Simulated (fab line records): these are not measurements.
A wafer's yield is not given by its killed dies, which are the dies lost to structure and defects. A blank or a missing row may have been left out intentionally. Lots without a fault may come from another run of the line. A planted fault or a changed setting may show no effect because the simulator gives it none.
Which tool is to blame?    flow sky130    42 wafers from 14 lots sampled at 4 of the route's 708 steps

## WHAT THE GAUGES SHOWED, per wafer
SKY_VT_ADJUST_HVTR_TW_MEAS_11. Usual: VT_ADJUST_HVTR_TW typically reads 209.2, with standard deviation 1.7.
lot   measured      on             VT_ADJUST_HVTR_TW  flag
L226  day 9 12:38   film metro-01  209.6 210.5 209.1  
L227  day 9 20:55   film metro-01  210.8 210.8 209.7  
L229  day 10 12:07  film metro-02  206.5 207.1 207.2  
L230  day 10 20:01  film metro-03  209.3 210.0 210.2  
L231  day 10 22:07  film metro-02  207.3 206.6 206.3  
L232  day 11 10:06  film metro-02  207.3 206.2 206.9  
L233  day 11 17:10  film metro-03  211.0 211.3 211.0  
L234  day 11 20:48  film metro-01  210.7 210.3 209.5  
L237  day 12 21:48  film metro-02  208.5 208.4 206.7  
L238  day 13 00:30  film metro-02  207.2 207.5 207.7  
L243  day 14 14:57  film metro-02  207.6 206.4 208.2  
L244  day 14 18:29  film metro-03  210.6 210.8 211.1  
L245  day 15 06:46  film metro-02  206.7 208.3 207.8  
L246  day 15 17:23  film metro-03  210.9 210.1 209.2  

SKY_SONOS_ONO_CD_MEAS_13: the cd target is 410 nm. Usual: cd nm reads 410.4 nm (standard deviation 2.7).
lot   measured      on         cd nm (nm)         flag
L226  day 12 16:11  cd sem-02  407.5 409.9 409.7  
L227  day 13 01:56  cd sem-01  404.2 405.8 406.6  
L229  day 13 19:29  cd sem-01  412.2 414.3 411.6  
L230  day 14 03:41  cd sem-02  409.4 408.2 409.0  
L231  day 14 08:40  cd sem-01  412.8 415.2 412.6  
L232  day 14 22:25  cd sem-01  412.2 412.2 412.3  
L233  day 15 05:05  cd sem-02  408.8 408.8 408.3  
L234  day 15 12:05  cd sem-02  410.1 412.1 411.4  
L237  day 16 09:56  cd sem-01  413.7 413.2 411.7  
L238  day 16 13:10  cd sem-01  406.3 404.4 405.9  
L243  day 18 10:19  cd sem-02  408.0 411.3 409.9  
L244  day 18 13:46  cd sem-01  410.3 410.8 410.9  
L245  day 19 04:08  cd sem-02  415.6 417.2 414.2  
L246  day 19 16:08  cd sem-02  406.2 407.3 407.6  

SKY_POLY_GATE_THK_MEAS_01. Usual: POLY_GATE_CVD_00_THK typically reads 180.3 nm, with standard deviation 1.4.
lot   measured      on             POLY_GATE_CVD_00_THK (nm)  flag
L226  day 13 23:25  film metro-04  179.4 181.0 179.3          
L227  day 14 08:54  film metro-04  182.0 180.7 179.6          
L229  day 15 05:16  film metro-02  182.5 181.2 180.8          
L230  day 15 11:32  film metro-02  180.8 183.9 182.3          
L231  day 15 20:14  film metro-04  181.6 180.4 181.0          
L232  day 16 07:34  film metro-01  181.8 181.7 181.1          
L233  day 16 15:39  film metro-02  179.4 179.2 179.5          
L234  day 16 20:47  film metro-02  183.0 181.6 180.6          
L237  day 18 01:28  film metro-02  176.8 178.5 179.7          
L238  day 18 01:27  film metro-04  179.1 178.6 179.4          
L243  day 19 22:48  film metro-01  178.7 177.3 179.7          
L244  day 20 04:12  film metro-01  180.7 179.5 179.3          
L245  day 20 16:41  film metro-04  178.7 178.3 180.0          
L246  day 21 03:43  film metro-02  180.2 180.5 180.6          

## WHAT TOOL EACH LOT RAN ON (gives the tool, then ch and the chambers of the sampled wafers, and finally the start)
lot   SKY_PWDE_IMPLANT_08
L226  implanter-04 ch 0, day 3 20:49
L227  implanter-04 ch 0, day 4 02:49
L229  implanter-04 ch 0, day 4 15:49
L230  implanter-03 ch 0, day 4 18:23
L231  implanter-01 ch 0, day 4 23:32
L232  implanter-01 ch 0, day 5 07:58
L233  implanter-04 ch 0, day 5 13:42
L234  implanter-01 ch 0, day 5 15:52
L237  implanter-04 ch 0, day 6 10:25
L238  implanter-01 ch 0, day 6 14:19
L243  implanter-03 ch 0, day 7 18:13
L244  implanter-04 ch 0, day 7 22:37
L245  implanter-04 ch 0, day 8 07:59
L246  implanter-04 ch 0, day 8 15:19
- SKY_PWDE_IMPLANT_08

## WHAT THE TOOLS THEMSELVES READ (means of the sampled wafers that have a number; where no wafer has one, the mark that the record gives instead)
SKY_PWDE_IMPLANT_08. Usual: beam energy keV 150.00, standard deviation 0.049; faraday current uA 20.3, standard deviation 0.38.
lot   tool          beam energy keV  faraday current uA  flag
L226  implanter-04  150.04           20.2                
L227  implanter-04  150.02           20.4                
L229  implanter-04  149.99           20.0                
L230  implanter-03  149.97           20.6                
L231  implanter-01  149.99           20.5                
L232  implanter-01  149.97           20.6                
L233  implanter-04  150.02           20.2                
L234  implanter-01  172.22           20.1                OFF
L237  implanter-04  149.99           20.2                
L238  implanter-01  172.29           20.1                OFF
L243  implanter-03  150.02           20.2                
L244  implanter-04  149.98           20.4                
L245  implanter-04  150.07           20.1                
L246  implanter-04  149.99           20.3                

## THE ANSWER, worked out from the rows above alone
Rule: lot off if the mean of its wafers having a number is beyond 3 standard deviations from the usual mean. Also off: a lot with no number at a reading for which 4 or more lots have one. Where the step has rows for the other lots, those lots are counted as sound. First the gauges in route order, then the tools' own readings, where a lot's mean is used as printed above. At the first step where some lot is off, the reading lying furthest off is the one used; lots without a number count as furthest.
Off at SKY_PWDE_IMPLANT_08 (beam energy keV): L234, L238.
A tool fits if, at that step or a process step before it, it ran every lot that is off, and no sound lot after the first of them. One candidate fits, namely implanter-01 at SKY_PWDE_IMPLANT_08. A fault onset in the window from L232 (day 5 07:58, its last sound lot) to L234 (day 5 15:52, its first lot off) fits.
On the lots that are off, the tool's own readings at SKY_PWDE_IMPLANT_08 differ by more than 5 times the standard deviation of the sound lots' means, which bears it out; beam energy keV reads 172.25 there versus 150.00 on the sound lots.

## WHAT HAD BEEN PUT IN BY THE SIMULATOR
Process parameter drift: implanter-01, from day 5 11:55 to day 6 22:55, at SKY_PWDE_IMPLANT_08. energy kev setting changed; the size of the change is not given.
Lots struck among those shown: L234, L238. The same result came from the rule above.
